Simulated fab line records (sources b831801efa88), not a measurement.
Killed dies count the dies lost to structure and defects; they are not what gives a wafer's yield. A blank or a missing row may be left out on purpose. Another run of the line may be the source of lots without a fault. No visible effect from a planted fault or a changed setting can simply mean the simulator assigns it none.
fab line records | flow gf180mcu
record: lots: 15 wafers: 45 lastDay: 34
route steps=602 shown V1@338
lots that met no fault: from a run of the same line without faults
startH: hours from the record's opening day to when the first of the lot's shown wafers began | waitH: hours since the lot's step before | " unchanged from the row above | L1.1+2: a row that stands for several wafers | - no value present, or no start provided | * or withheld: withheld | < > ~ a bound
route shown NAME@n: names a module that has steps shown in the file, with the first one's number in the route | usual: the fault-free wafers' mean and standard deviation | same: alike in all rows | chamber/n: place in a boat | sites: per-site readings | _std_site: the values' standard deviation | _edge_site: mean of outer sites minus mean of inner sites | radiusMm: for every site, how far away it sits from the centre of the wafer | mask NAME#n: copy n | behind: tool/chamber where the wafer was last shaped | hold: the reason the lot was held/the length of the hold in hours/how it ended | device: transistor that didn't switch, given as n, p or np | end of line: tests of these same wafers at the route's end | where a step has no rows: the recipe by itself | killed: at the first sort, the dies lost to defects and structure; wafer yield is something else | map: dies across one wafer; x = killed, . = not, _ = none there
set.NAME: the run value of the setting; set.NAME@STEP: its run value at that earlier step | model.NAME: the simulator's own value behind a step, which no gauge read
one table for each step of the route and one row for each wafer, over a sample of lots
services: a tool's chamber out of use, with start hour (startH, from the record's first day; less than 0 if before it), hours out, and reason
== steps ==
step: GF_V1_THK_MEAS_03
recipe: reads: SiO2_of_V1_CVD_02
usual: V1_CVD_02_THK: 851/12
columns lot.wafer tool chamber startH waitH V1_CVD_02_THK[nm]
L224.1 filmMetro-03 - 394.85 0.0 836
L224.2 " - " " 835
L224.3 " - " " 849
L225.1 filmMetro-03 - 404.16 0.0 860
L225.4 " - " " 856
L225.5 " - " " 867
L226.2 filmMetro-04 - 414.64 0.0 847
L226.3 " - " " 849
L226.6 " - " " 855
L227.2 filmMetro-04 - 424.95 0.1 851
L227.3 " - " " 857
L227.5 " - " " 863
L228.2 filmMetro-04 - 436.84 0.0 843
L228.5 " - " " 876
L228.6 " - " " 881
L229.1 filmMetro-03 - 451.25 0.0 845
L229.2 " - " " 844
L229.4 " - " " 871
L230.1 filmMetro-02 - 452.55 0.0 858
L230.4 " - " " 853
L230.5 " - " " 838
L231.1 filmMetro-03 - 468.28 0.1 841
L231.4 " - " " 860
L231.5 " - " " 864
L233.2 filmMetro-04 - 486.22 0.0 818
L233.3 " - " " 837
L233.4 " - " " 821
L234.2 filmMetro-04 - 493.26 0.0 829
L234.4 " - " " 857
L234.6 " - " " 841
L235.1 filmMetro-02 - 496.52 0.0 849
L235.3 " - " " 852
L235.4 " - " " 867
L242.1 filmMetro-04 - 559.52 0.0 851
L242.2 " - " " 852
L242.4 " - " " 866
L244.1 filmMetro-02 - 569.58 0.0 840
L244.3 " - " " 832
L244.4 " - " " 847
L245.3 filmMetro-02 - 579.52 0.1 851
L245.4 " - " " 865
L245.6 " - " " 856
L246.2 filmMetro-04 - 590.35 0.0 851
L246.5 " - " " 858
L246.6 " - " " 872
step: GF_V1_SOFTBAKE_10
recipe: tempC: 130 timeS: 60 resist: KrF
usual: chillPlateTempC: 23.00/0.11 heaterPowerTotalW: 93.05/0.068 plateTempC: 129.97/0.13
columns lot.wafer tool chamber startH waitH chillPlateTempC heaterPowerTotalW plateTempC
L224.1 lithoTrack-02 0 407 - 22.99 93.08 129.84
L224.2 " 0 " " 23.05 93.03 129.89
L224.3 " 0 " " 23.04 93.10 130.24
L225.1 lithoTrack-02 0 417 - 23.07 93.09 129.99
L225.4 " 0 " " 22.82 93.04 129.92
L225.5 " 0 " " 23.00 93.11 130.15
L226.2 lithoTrack-02 0 426 - 23.04 93.08 130.05
L226.3 " 0 " " 22.98 93.06 129.99
L226.6 " 0 " " 23.02 92.84 130.08
L227.2 lithoTrack-03 0 437 - 23.02 93.15 129.99
L227.3 " 0 " " 22.88 92.94 129.90
L227.5 " 0 " " 22.73 93.02 130.11
L228.2 lithoTrack-02 0 449 - 23.04 93.11 129.95
L228.5 " 0 " " 22.98 93.00 129.83
L228.6 " 0 " " 23.31 92.96 129.94
L229.1 lithoTrack-04 0 463 - 22.79 93.04 129.94
L229.2 " 0 " " 23.05 93.07 130.03
L229.4 " 0 " " 22.92 93.19 130.04
L230.1 lithoTrack-04 0 465 - 22.94 93.13 129.93
L230.4 " 0 " " 23.04 93.10 129.77
L230.5 " 0 " " 23.13 93.06 130.04
L231.1 lithoTrack-03 0 480 - 22.98 93.07 129.84
L231.4 " 0 " " 22.90 93.13 129.91
L231.5 " 0 " " 22.85 93.01 130.00
L233.2 lithoTrack-03 0 498 - 23.13 77.96 113.64
L233.3 " 0 " " 23.22 77.91 113.74
L233.4 " 0 " " 23.02 78.08 113.80
L234.2 lithoTrack-03 0 505 - 22.90 77.97 113.50
L234.4 " 0 " " 22.91 78.04 113.72
L234.6 " 0 " " 22.87 77.97 113.78
L235.1 lithoTrack-03 0 508 - 22.93 77.95 113.80
L235.3 " 0 " " 22.96 78.02 113.54
L235.4 " 0 " " 23.05 77.94 113.54
L242.1 lithoTrack-04 0 571 - 22.96 93.08 129.86
L242.2 " 0 " " 23.03 92.94 129.94
L242.4 " 0 " " 22.95 93.05 129.86
L244.1 lithoTrack-04 0 581 - 23.02 93.13 129.83
L244.3 " 0 " " 22.97 92.99 129.96
L244.4 " 0 " " 22.97 92.93 130.10
L245.3 lithoTrack-02 0 590 - 23.00 93.12 130.09
L245.4 " 0 " " 22.94 93.02 130.03
L245.6 " 0 " " 22.97 93.02 130.03
L246.2 lithoTrack-04 0 601 - 23.03 93.03 130.04
L246.5 " 0 " " 23.05 92.92 130.16
L246.6 " 0 " " 22.99 92.88 129.86
step: GF_V1_CD_MEAS_14
recipe: targetCdNm: 260
usual: cdNm: 260.3/1.3
columns lot.wafer tool chamber startH waitH cdNm
L224.1 cdSem-02 - 419.00 0.1 262.1
L224.2 " - " " 261.6
L224.3 " - " " 261.2
L225.1 cdSem-01 - 429.55 0.1 259.8
L225.4 " - " " 261.0
L225.5 " - " " 260.3
L226.2 cdSem-02 - 438.82 0.1 260.6
L226.3 " - " " 261.3
L226.6 " - " " 261.5
L227.2 cdSem-02 - 449.87 0.1 258.5
L227.3 " - " " 259.1
L227.5 " - " " 259.7
L228.2 cdSem-01 - 461.92 0.1 262.1
L228.5 " - " " 261.6
L228.6 " - " " 261.4
L229.1 cdSem-01 - 475.73 0.1 258.4
L229.2 " - " " 257.4
L229.4 " - " " 258.4
L230.1 cdSem-01 - 477.03 0.1 260.0
L230.4 " - " " 261.1
L230.5 " - " " 262.7
L231.1 cdSem-01 - 492.98 0.1 260.3
L231.4 " - " " 261.3
L231.5 " - " " 261.8
L233.2 cdSem-01 - 510.40 0.1 230.6
L233.3 " - " " 231.1
L233.4 " - " " 230.7
L234.2 cdSem-01 - 517.45 0.1 232.5
L234.4 " - " " 232.8
L234.6 " - " " 231.7
L235.1 cdSem-01 - 520.05 0.1 230.6
L235.3 " - " " 230.9
L235.4 " - " " 230.5
L242.1 cdSem-01 - 582.60 0.1 260.2
L242.2 " - " " 258.3
L242.4 " - " " 260.0
L244.1 cdSem-02 - 592.00 0.1 262.6
L244.3 " - " " 261.3
L244.4 " - " " 259.8
L245.3 cdSem-02 - 600.47 0.1 260.3
L245.4 " - " " 259.9
L245.6 " - " " 260.4
L246.2 cdSem-01 - 612.45 0.1 260.0
L246.5 " - " " 259.9
L246.6 " - " " 260.2
step: GF_V1_OVL_MEAS_15
usual: V1_OVL: 0/5.8
columns lot.wafer tool chamber startH waitH V1_OVL[nm]
L224.1 overlay-02 - 419.12 0.1 11
L224.2 " - " " 6
L224.3 " - " " 4
L225.1 overlay-02 - 429.67 0.1 -6
L225.4 " - " " -1
L225.5 " - " " -9
L226.2 overlay-02 - 438.93 0.1 -1
L226.3 " - " " 2
L226.6 " - " " -7
L227.2 overlay-02 - 449.98 0.1 5
L227.3 " - " " 2
L227.5 " - " " 7
L228.2 overlay-02 - 462.03 0.1 -1
L228.5 " - " " -2
L228.6 " - " " -11
L229.1 overlay-01 - 475.85 0.1 -1
L229.2 " - " " -7
L229.4 " - " " -13
L230.1 overlay-02 - 477.15 0.1 5
L230.4 " - " " 0
L230.5 " - " " 0
L231.1 overlay-02 - 493.10 0.1 4
L231.4 " - " " -4
L231.5 " - " " 11
L233.2 overlay-01 - 510.51 0.1 14
L233.3 " - " " 6
L233.4 " - " " 10
L234.2 overlay-01 - 517.56 0.1 -4
L234.4 " - " " -4
L234.6 " - " " -5
L235.1 overlay-01 - 520.17 0.1 11
L235.3 " - " " 7
L235.4 " - " " 7
L242.1 overlay-01 - 582.72 0.1 6
L242.2 " - " " 3
L242.4 " - " " -1
L244.1 overlay-02 - 592.12 0.1 2
L244.3 " - " " 3
L244.4 " - " " 7
L245.3 overlay-02 - 600.56 0.1 -3
L245.4 " - " " 0
L245.6 " - " " -5
L246.2 overlay-02 - 612.56 0.1 -2
L246.5 " - " " -1
L246.6 " - " " 0
step: GF_V1_SPUTTER_21
recipe: material: Ti targetThkNm: 15 chamberPressurePa: 5 powerW: 2500 substrateTempC: 200 timeS: 80.02
usual: throttleValvePct: 29.9/1
columns lot.wafer tool chamber startH waitH throttleValvePct
L224.1 pvdSputter-02 - 419.82 0.0 30.5
L224.2 " - " " 30.2
L224.3 " - " " 30.7
L225.1 pvdSputter-04 - 430.40 0.0 29.5
L225.4 " - " " 29.0
L225.5 " - " " 32.1
L226.2 pvdSputter-03 - 439.66 0.0 29.3
L226.3 " - " " 30.1
L226.6 " - " " 29.8
L227.2 pvdSputter-03 - 450.67 0.0 29.3
L227.3 " - " " 30.1
L227.5 " - " " 29.2
L228.2 pvdSputter-02 - 462.72 0.0 30.6
L228.5 " - " " 30.7
L228.6 " - " " 30.7
L229.1 pvdSputter-04 - 476.63 0.0 29.3
L229.2 " - " " 28.6
L229.4 " - " " 29.0
L230.1 pvdSputter-02 - 477.88 0.0 30.7
L230.4 " - " " 27.7
L230.5 " - " " 30.6
L231.1 pvdSputter-04 - 493.80 0.0 30.2
L231.4 " - " " 31.9
L231.5 " - " " 30.3
L233.2 pvdSputter-02 - 511.20 0.0 30.6
L233.3 " - " " 30.2
L233.4 " - " " 27.9
L234.2 pvdSputter-02 - 518.25 0.0 30.8
L234.4 " - " " 27.9
L234.6 " - " " 27.6
L235.1 pvdSputter-02 - 520.87 0.0 30.7
L235.3 " - " " 27.5
L235.4 " - " " 30.3
L242.1 pvdSputter-03 - 583.42 0.0 29.8
L242.2 " - " " 29.5
L242.4 " - " " 30.0
L244.1 pvdSputter-02 - 592.82 0.0 30.3
L244.3 " - " " 30.3
L244.4 " - " " 27.6
L245.3 pvdSputter-03 - 601.28 0.0 29.9
L245.4 " - " " 29.8
L245.6 " - " " 29.5
L246.2 pvdSputter-04 - 613.25 0.0 28.6
L246.5 " - " " 29.1
L246.6 " - " " 28.8
== services ==
columns tool chamber startH hours kind
lithoTrack-03 - 405.68 - consumableReplace:filter
pvdSputter-04 - 529.79 0.6 repair
pvdSputter-03 - 587.28 2.5 repair
pvdSputter-02 - 602.87 5.4 repair
== key ==
firstSign: step: GF_V1_SOFTBAKE_10 reading: heaterPowerTotalW direction: down sigmas: 99+ usual: 93.05 struck: 77.98
effect: step: GF_V1_SOFTBAKE_10 reading: plateTempC direction: down sigmas: 99+ usual: * struck: *
effect: step: GF_V1_CD_MEAS_14 reading: cdNm direction: down sigmas: 23 usual: 260.3 struck: 231.3
metAt GF_V1_SOFTBAKE_10
struckLots L233,L234,L235
sortLeftOut L233.2,L233.3,L233.4,L234.2,L234.4,L234.6,L235.1,L235.3,L235.4
notActingAt GF_V1_THK_MEAS_03,GF_V1_OVL_MEAS_15,GF_V1_SPUTTER_21
onsetBetween 480 498
fault: kind: processParameterDrift tool: lithoTrack-03 chamber: - onsetH: 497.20 steps: GF_V1_SOFTBAKE_10 channel: tempC offset: * shape: step endH: 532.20 actsIn: * stated: *
sortLeftOut: the simulated sort isn't trusted on such a fault, so these wafers' sort isn't shown, and their yield isn't known
